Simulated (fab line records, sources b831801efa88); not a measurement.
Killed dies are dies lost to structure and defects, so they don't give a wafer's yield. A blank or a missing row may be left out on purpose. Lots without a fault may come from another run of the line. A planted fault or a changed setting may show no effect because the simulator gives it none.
fab line records | flow sky130
record lots=5 wafers=15 last_day=49
route steps=708 shown POLY_CUT@317 SD_P@320 RES_XHIGH@332 SD_N@342 PAD_OPEN@708
lots that met no fault: from a run of the same line without faults
start_h: hours from the record's first day to the start of the lot's first wafer shown | wait_h: hours since the lot's step before | " the same as in the row above | L1.1+2: a row that stands for several wafers | - no value, or no start given | * or withheld: withheld | < > ~ a bound
route shown NAME@n: a module of which the file shows steps, and the number in the route of the first | usual: mean/standard deviation of fault-free wafers | same: alike in all rows | chamber/n: place in a boat | sites: the reading at each site | _std_site: their standard deviation | _edge_site: outer sites' mean less inner sites' | radius_mm: how far each site lies from the wafer's centre | mask NAME#n: copy n | behind: the tool/chamber that last shaped the wafer | hold: why the lot was held/for how many hours/how that ended | device: the transistor (n, p or np) that didn't switch | end of line: the same wafers' tests at the end of the route | a step without rows: its recipe alone | killed: dies lost to structure and defects at the first sort, not the wafer's yield | map: a wafer's dies, x killed, . not, _ none there
set.NAME: the setting as run; set.NAME@STEP: as run at that earlier step | model.NAME: the simulator's own value behind a step, which no gauge read
lots at some steps of the route; a table a step, a row a wafer
services: from which hour (start_h, from the record's first day; less than 0 if before it) a tool's chamber was out of use, for how many hours, and why
## steps
# step SKY_POLY_CUT_ETCH_10
# recipe chemistry=N2/H2 target=BARC ion_energy_ev=200 source_w=500 bias_w=100 pressure_mtorr=30 n2_flow_sccm=100 h2_flow_sccm=200 stop_on=SiO2 time_s=45.9 target_depth_a=600
# step SKY_POLY_CUT_ETCH_11
# recipe target=Si3N4 chemistry=CF4/CH2F2/Ar stop_on=poly-Si source_w=600 bias_w=150 pressure_mtorr=40 cf4_flow_sccm=40 ch2f2_flow_sccm=20 Ar_flow_sccm=150 time_s=42.5 target_depth_a=600
# step SKY_POLY_CUT_STRIP_12
# recipe chemistry=O2/N2 power_w=1400 pressure_mtorr=1500 platen_temp_c=withheld o2_flow_sccm=3000 n2_flow_sccm=300 overash_fraction=0.5
# step SKY_SD_P_DEHYDRATE_00
# recipe temp_c=200 time_s=60
# step SKY_SD_P_HMDS_01
# recipe prime_time_s=60 prime_temp_c=120
# step SKY_SD_P_COAT_02
# recipe resist=NOVOLAK spin_rpm=3000 resist_thk_nm=1140
# step SKY_SD_P_SOFTBAKE_03
# recipe temp_c=90 time_s=60 resist=NOVOLAK
# step SKY_SD_P_EXPOSE_04
# recipe mask_id=PSDM na=0.6 source_shape=conventional sigma_outer=0.6 polarization=unpolarized target_cd_nm=380 dose_mj=138
# step SKY_SD_P_PEB_05
# recipe temp_c=withheld time_s=* resist=NOVOLAK
# step SKY_SD_P_DEVELOP_06
# recipe resist=NOVOLAK developer=TMAH develop_time_s=60 dev_temp_c=23
# step SKY_SD_P_IMPLANT_09
# recipe species=BF2 energy_kev=20 dose_cm2=3e+15 tilt_deg=0
# usual beam_on_s=13.8/0.38 dose_ions_cm2=3.0008e+15/2.9e+12 faraday_current_uA=11867/330
# columns lot.wafer tool chamber start_h wait_h beam_on_s dose_ions_cm2 faraday_current_uA
L833.2 implanter-02 0 651.86 0.0 9.9 1.9982e+15 11077
L833.3 " 0 " " 10.0 1.9969e+15 10939
L833.5 " 0 " " 10.2 1.9983e+15 10671
L834.1 implanter-02 0 657.71 0.0 10.1 1.9953e+15 10836
L834.4 " 0 " " 10.1 1.9919e+15 10903
L834.6 " 0 " " 9.4 1.9963e+15 11496
L836.3 implanter-02 0 674.16 0.1 9.9 2.0013e+15 11022
L836.4 " 0 " " 9.7 2e+15 11237
L836.5 " 0 " " 9.8 1.9952e+15 11138
L844.3 implanter-02 0 731.96 0.1 13.8 2.9962e+15 11915
L844.4 " 0 " " 14.3 2.9961e+15 11366
L844.6 " 0 " " 14.3 3.0014e+15 11502
L846.1 implanter-04 0 755.03 0.0 13.8 2.998e+15 11852
L846.2 " 0 " " 14.1 2.9953e+15 11673
L846.6 " 0 " " 14.1 2.999e+15 11615
# step SKY_SD_P_STRIP_10
# recipe chemistry=O2/N2 power_w=1400 pressure_mtorr=1500 platen_temp_c=withheld o2_flow_sccm=3000 n2_flow_sccm=300 overash_fraction=0.5
# usual drypump_motor_current_A=5.7/0.5 n2_flow_sccm=300.0/0.92 oes_product_au=0.618/0.0045 strip_time_to_endpoint_s=17.49/0.04
# columns lot.wafer tool chamber start_h wait_h drypump_motor_current_A n2_flow_sccm oes_product_au rf_hours_counter_h strip_time_to_endpoint_s
L833.2 plasma_asher-02 0 651.98 0.1 6.3 299.7 0.638 23 16.75
L833.3 " 1 " " 5.6 300.6 0.639 - 16.81
L833.5 " 1 " " 5.6 300.3 0.640 - 16.77
L834.1 plasma_asher-04 0 657.86 0.1 5.9 300.5 0.640 54 16.74
L834.4 " 0 " " 5.9 299.7 0.634 - 16.78
L834.6 " 0 " " 5.9 298.8 0.630 - 16.76
L836.3 plasma_asher-03 1 674.30 0.1 5.3 300.9 0.629 - 16.66
L836.4 " 0 " " 5.5 299.7 0.640 - 16.65
L836.5 " 0 " " 5.5 301.6 0.627 - 16.61
L844.3 plasma_asher-04 1 732.10 0.1 4.7 300.2 0.610 - 17.47
L844.4 " 0 " " 5.9 299.7 0.613 - 17.47
L844.6 " 0 " " 5.9 300.0 0.611 - 17.49
L846.1 plasma_asher-02 0 755.18 0.1 6.3 301.4 0.614 34 17.49
L846.2 " 1 " " 5.5 298.7 0.626 34 17.49
L846.6 " 1 " " 5.6 298.6 0.617 - 17.52
# step SKY_SD_P_TW_MEAS_11
# usual SD_P_TW=2827/16
# columns lot.wafer tool chamber start_h wait_h SD_P_TW
L833.2 film_metro-04 - 652.09 0.1 2587
L833.3 " - " " 2592
L833.5 " - " " 2605
L834.1 film_metro-03 - 657.96 0.1 2578
L834.4 " - " " 2585
L834.6 " - " " 2590
L836.3 film_metro-01 - 674.38 0.1 2614
L836.4 " - " " 2611
L836.5 " - " " 2604
L844.3 film_metro-01 - 732.18 0.1 2846
L844.4 " - " " 2825
L844.6 " - " " 2817
L846.1 film_metro-01 - 755.28 0.1 2827
L846.2 " - " " 2849
L846.6 " - " " 2835
# step SKY_RES_XHIGH_DEHYDRATE_00
# recipe temp_c=200 time_s=60
# step SKY_RES_XHIGH_HMDS_01
# recipe prime_time_s=60 prime_temp_c=120
# step SKY_RES_XHIGH_COAT_02
# recipe resist=NOVOLAK spin_rpm=3000 resist_thk_nm=1140
# step SKY_RES_XHIGH_SOFTBAKE_03
# recipe temp_c=90 time_s=60 resist=NOVOLAK
# step SKY_RES_XHIGH_EXPOSE_04
# recipe mask_id=URPM na=0.6 source_shape=conventional sigma_outer=0.6 polarization=unpolarized target_cd_nm=1270 dose_mj=140
# step SKY_RES_XHIGH_PEB_05
# recipe temp_c=withheld time_s=* resist=NOVOLAK
# step SKY_RES_XHIGH_DEVELOP_06
# recipe resist=NOVOLAK developer=TMAH develop_time_s=60 dev_temp_c=23
# step SKY_RES_XHIGH_IMPLANT_07
# recipe species=BF2 energy_kev=20 dose_cm2=3.6e+14 tilt_deg=0
# step SKY_RES_XHIGH_STRIP_08
# recipe chemistry=O2/N2 power_w=1400 pressure_mtorr=1500 platen_temp_c=withheld o2_flow_sccm=3000 n2_flow_sccm=300 overash_fraction=0.5
# step SKY_SD_N_DEHYDRATE_00
# recipe temp_c=200 time_s=60
# step SKY_SD_N_HMDS_01
# recipe prime_time_s=60 prime_temp_c=120
# step SKY_SD_N_COAT_02
# recipe resist=NOVOLAK spin_rpm=3000 resist_thk_nm=1140
# step SKY_SD_N_SOFTBAKE_03
# recipe temp_c=90 time_s=60 resist=NOVOLAK
# step SKY_SD_N_EXPOSE_04
# recipe mask_id=NSDM na=0.6 source_shape=conventional sigma_outer=0.6 polarization=unpolarized target_cd_nm=380 dose_mj=141
# step SKY_SD_N_PEB_05
# recipe temp_c=withheld time_s=* resist=NOVOLAK
# step SKY_SD_N_DEVELOP_06
# recipe resist=NOVOLAK developer=TMAH develop_time_s=60 dev_temp_c=23
# step SKY_SD_N_IMPLANT_09
# recipe species=As energy_kev=50 dose_cm2=4e+15 tilt_deg=0
# step SKY_SD_N_IMPLANT_10
# recipe species=P energy_kev=20 dose_cm2=1e+14 tilt_deg=0
# step SKY_SD_N_STRIP_11
# recipe chemistry=O2/N2 power_w=1400 pressure_mtorr=1500 platen_temp_c=withheld o2_flow_sccm=3000 n2_flow_sccm=300 overash_fraction=0.5
# step SKY_SD_N_CLEAN_13
# recipe chemistry=SC1/SC2 mix=1:4:20 temp_c=70 time_s=150 dry=n2_spin
# step SKY_SD_N_RTA_14
# recipe temp_c=1075 time_s=2 idle_temp_c=650 ramp_up_c_per_s=150 ramp_down_c_per_s=90 ambient=N2
# step SKY_SD_N_RS_MEAS_17
# recipe thk_meas_gauge=four-point-probe
# usual SD_P_RS=147.2/0.35
# columns lot.wafer tool chamber start_h wait_h SD_P_RS[ohm/sq]
L833.2 film_metro-03 - 708.65 0.1 154.3
L833.3 " - " " 153.0
L833.5 " - " " 154.1
L834.1 film_metro-01 - 714.72 0.1 154.0
L834.4 " - " " 153.9
L834.6 " - " " 154.3
L836.3 film_metro-01 - 731.33 0.1 153.8
L836.4 " - " " 154.1
L836.5 " - " " 153.6
L844.3 film_metro-01 - 786.71 0.1 147.4
L844.4 " - " " 147.0
L844.6 " - " " 147.3
L846.1 film_metro-03 - 810.23 0.1 146.9
L846.2 " - " " 147.0
L846.6 " - " " 147.2
# step SKY_PAD_OPEN_PROBE_99
# usual killed_at_M0_to_M3=43/7.1 killed_at_M4_up=3.1/1.7 killed_at_contacts=23/5.1 killed_at_front_end=14/4.4 killed_at_other=0.3/0.47 killed_dies=84/9.9 killed_open=45/6.6 killed_short=38/6.8
# same gross_dies=492 killed_at_back_side=0
# columns lot.wafer tool chamber start_h wait_h killed_at_M0_to_M3 killed_at_M4_up killed_at_contacts killed_at_front_end killed_at_other killed_dies killed_open killed_short model.etest.licon_high_po.rc_ohm model.etest.res_high_po.line_ohm_um model.etest.res_pdiff.line_ohm_um model.etest.pfet_01v8.r_on_ohm_um model.etest.pfet_g5v0d10v5.r_on_ohm_um model.etest.res_high_po.rs_ohm_sq model.etest.licon_pdiff.rc_ohm model.etest.res_pdiff_hv.rs_ohm_sq
L833.2 prober-01 - 1122.33 0.1 41 7 26 14 0 88 47 41 688.3 1048 1547 3024 4871 364.8 688.7 222.2
L833.3 prober-01 - 1122.38 0.2 54 3 32 16 0 105 53 52 677.7 1028 1557 3076 4960 361.9 698.3 219.7
L833.5 prober-01 - 1122.48 0.2 45 2 19 12 2 80 44 36 687.4 1045 1578 3051 4929 367.3 671.5 223.7
L834.1 prober-01 - 1126.54 0.1 45 1 16 17 0 79 41 38 679.5 1067 1542 3081 4889 366.9 667.5 215.2
L834.4 prober-01 - 1126.69 0.2 44 4 23 19 1 91 51 40 673.5 1082 1572 3076 4855 368.5 662.4 215
L834.6 prober-01 - 1126.79 0.2 39 2 27 13 0 81 37 44 651.5 1050 1551 3110 4921 362.4 633.4 215.5
L836.3 prober-01 - 1138.53 0.2 47 4 21 14 0 86 53 33 682.7 1025 1558 3010 4818 359.9 697.9 215.5
L836.4 prober-01 - 1138.58 0.2 46 4 24 13 0 87 48 39 692.2 1040 1562 3028 4885 362.3 683.5 217.8
L836.5 prober-01 - 1138.63 0.2 49 1 24 8 0 82 47 35 679.1 1050 1554 3018 4851 359.5 667 217.9
L844.3 prober-02 - 1175.95 0.2 31 3 26 19 0 79 45 34 348.4 743.9 1380 2838 4766 257.2 582.4 192.4
L844.4 prober-02 - 1176.00 0.2 47 5 18 9 0 79 42 37 353.8 764.5 1370 2807 4761 261.1 565.3 193.6
L844.6 prober-02 - 1176.10 0.2 51 5 20 14 1 91 43 48 357.9 781.7 1395 2826 4750 267.9 579.2 191.5
L846.1 prober-01 - 1187.05 0.1 34 5 13 16 1 69 42 27 335 734.1 1356 2801 4761 251.3 561.5 189.5
L846.2 prober-01 - 1187.10 0.1 32 5 13 10 0 60 27 33 338.7 728.6 1367 2934 4838 257.3 573.2 191.7
L846.6 prober-01 - 1187.30 0.2 32 6 18 12 1 69 41 28 343.1 741.3 1395 2924 4805 258.9 556 190.7
# killed by level:class
L833.2 VIA1:geometric_particle:open=9 LI_CONTACT:geometric_particle:open=7 VIA2:geometric_particle:open=7 CONTACT:geometric_particle:open=6 METAL4:geometric_particle:short=5 LI_CONTACT:geometric_particle:short=5 LOCAL_INTERCONNECT:geometric_particle:short=5 FIELD_ISO:geometric_particle:open=4
L833.3 CONTACT:geometric_particle:open=13 VIA1:geometric_particle:open=9 METAL1:geometric_particle:short=8 CONTACT:geometric_particle:short=7 VIA2:geometric_particle:short=6 VIA3:geometric_particle:open=6 POLY_GATE:geometric_particle:open=5 LI_CONTACT:geometric_particle:open=5
L833.5 VIA1:geometric_particle:open=10 CONTACT:geometric_particle:open=8 VIA3:geometric_particle:open=8 CONTACT:geometric_particle:short=6 VIA2:geometric_particle:open=6 VIA1:geometric_particle:short=5 METAL3:geometric_particle:short=3 METAL1:geometric_particle:open=3
L834.1 VIA1:geometric_particle:open=15 METAL2:geometric_particle:short=8 FIELD_ISO:geometric_particle:short=7 FIELD_ISO:geometric_particle:open=6 CONTACT:geometric_particle:open=6 METAL1:geometric_particle:short=5 VIA1:geometric_particle:short=5 LI_CONTACT:geometric_particle:open=4
L834.4 VIA2:geometric_particle:open=10 CONTACT:geometric_particle:open=9 VIA1:geometric_particle:open=8 VIA1:geometric_particle:short=6 POLY_GATE:geometric_particle:open=5 LI_CONTACT:geometric_particle:open=5 VIA3:geometric_particle:open=5 FIELD_ISO:geometric_particle:short=4
L834.6 VIA1:geometric_particle:open=11 CONTACT:geometric_particle:short=10 CONTACT:geometric_particle:open=9 METAL2:geometric_particle:short=7 FIELD_ISO:geometric_particle:short=4 METAL1:geometric_particle:short=4 VIA2:geometric_particle:open=4 POLY_GATE:geometric_particle:open=3
L836.3 VIA2:geometric_particle:open=11 CONTACT:geometric_particle:open=10 VIA1:geometric_particle:open=10 VIA3:geometric_particle:open=6 METAL1:geometric_particle:short=6 POLY_GATE:geometric_particle:short=4 LI_CONTACT:geometric_particle:open=4 METAL2:geometric_particle:short=4
L836.4 VIA1:geometric_particle:open=10 CONTACT:geometric_particle:open=8 METAL1:geometric_particle:short=7 METAL2:geometric_particle:short=6 LI_CONTACT:geometric_particle:open=5 VIA2:geometric_particle:open=5 VIA3:geometric_particle:open=5 CONTACT:geometric_particle:short=4
L836.5 VIA1:geometric_particle:open=13 LI_CONTACT:geometric_particle:open=10 METAL1:geometric_particle:short=7 VIA3:geometric_particle:open=6 VIA2:geometric_particle:open=6 LI_CONTACT:geometric_particle:short=5 CONTACT:geometric_particle:open=5 VIA1:geometric_particle:short=4
L844.3 CONTACT:geometric_particle:open=14 FIELD_ISO:geometric_particle:open=7 CONTACT:geometric_particle:short=6 VIA1:geometric_particle:open=5 VIA3:geometric_particle:open=5 SPACER:geometric_particle:short=4 LI_CONTACT:geometric_particle:open=4 METAL1:geometric_particle:short=4
L844.4 VIA1:geometric_particle:open=19 CONTACT:geometric_particle:open=8 VIA1:geometric_particle:short=6 VIA3:geometric_particle:open=6 CONTACT:geometric_particle:short=5 METAL2:geometric_particle:short=5 METAL4:geometric_particle:short=5 METAL1:geometric_particle:short=3
L844.6 VIA1:geometric_particle:open=14 CONTACT:geometric_particle:open=6 METAL2:geometric_particle:short=6 VIA3:geometric_particle:open=6 CONTACT:geometric_particle:short=5 VIA3:geometric_particle:short=5 VIA1:geometric_particle:short=5 FIELD_ISO:geometric_particle:short=4
L846.1 VIA1:geometric_particle:open=10 VIA3:geometric_particle:open=6 FIELD_ISO:geometric_particle:open=4 LI_CONTACT:geometric_particle:open=4 METAL4:geometric_particle:short=4 METAL2:geometric_particle:short=4 VIA2:geometric_particle:short=4 FIELD_ISO:geometric_particle:short=3
L846.2 VIA1:geometric_particle:open=6 VIA3:geometric_particle:short=5 VIA1:geometric_particle:short=5 VIA3:geometric_particle:open=4 LOCAL_INTERCONNECT:geometric_particle:short=4 CONTACT:geometric_particle:open=4 METAL4:geometric_particle:short=4 VIA2:geometric_particle:short=4
L846.6 VIA1:geometric_particle:open=12 CONTACT:geometric_particle:open=6 METAL1:geometric_particle:short=6 VIA3:geometric_particle:open=6 LOCAL_INTERCONNECT:geometric_particle:short=5 METAL4:geometric_particle:short=5 FIELD_ISO:geometric_particle:open=4 POLY_GATE:geometric_particle:open=3
## services
# columns tool chamber start_h hours kind
plasma_asher-02 - 641.04 1.4 repair
plasma_asher-04 - 695.32 8.7 pm
implanter-04 - 698.53 1.7 repair
plasma_asher-03 - 702.76 7.7 repair
implanter-04 - 731.89 1.6 pm
## key
first_sign step=SKY_SD_P_IMPLANT_09 reading=dose_ions_cm2 direction=down sigmas=99+ usual=* struck=*
effect step=SKY_SD_P_IMPLANT_09 reading=beam_on_s direction=down sigmas=10 usual=13.8 struck=9.9
effect step=SKY_SD_P_STRIP_10 reading=strip_time_to_endpoint_s direction=down sigmas=19 usual=* struck=*
effect step=SKY_SD_P_TW_MEAS_11 reading=SD_P_TW direction=down sigmas=15 usual=2827 struck=2596
effect step=SKY_SD_N_RS_MEAS_17 reading=SD_P_RS direction=up sigmas=19 usual=147.2 struck=153.9
model_effect step=SKY_PAD_OPEN_PROBE_99 value=etest.licon_high_po.rc_ohm without=356.9 struck=679.1
met_at SKY_SD_P_IMPLANT_09
struck_wafers L833.2,L833.3,L833.5,L834.1,L834.4,L834.6,L836.3,L836.4,L836.5
tester_left_out L833,L834,L836
fault kind=process_parameter_drift tool=implanter-02 chamber=- onset_h=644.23 steps=SKY_SD_P_IMPLANT_09 channel=dose_cm2 offset=* shape=step end_h=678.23 acts_in=* stated=*
# tester_left_out: of these lots the tester's yield and bins aren't shown, on N5 and GAA mostly nor the transistor test; their killed dies are dies lost to structure and defects alone, not to doping, threshold or leakage, so they don't give the yield
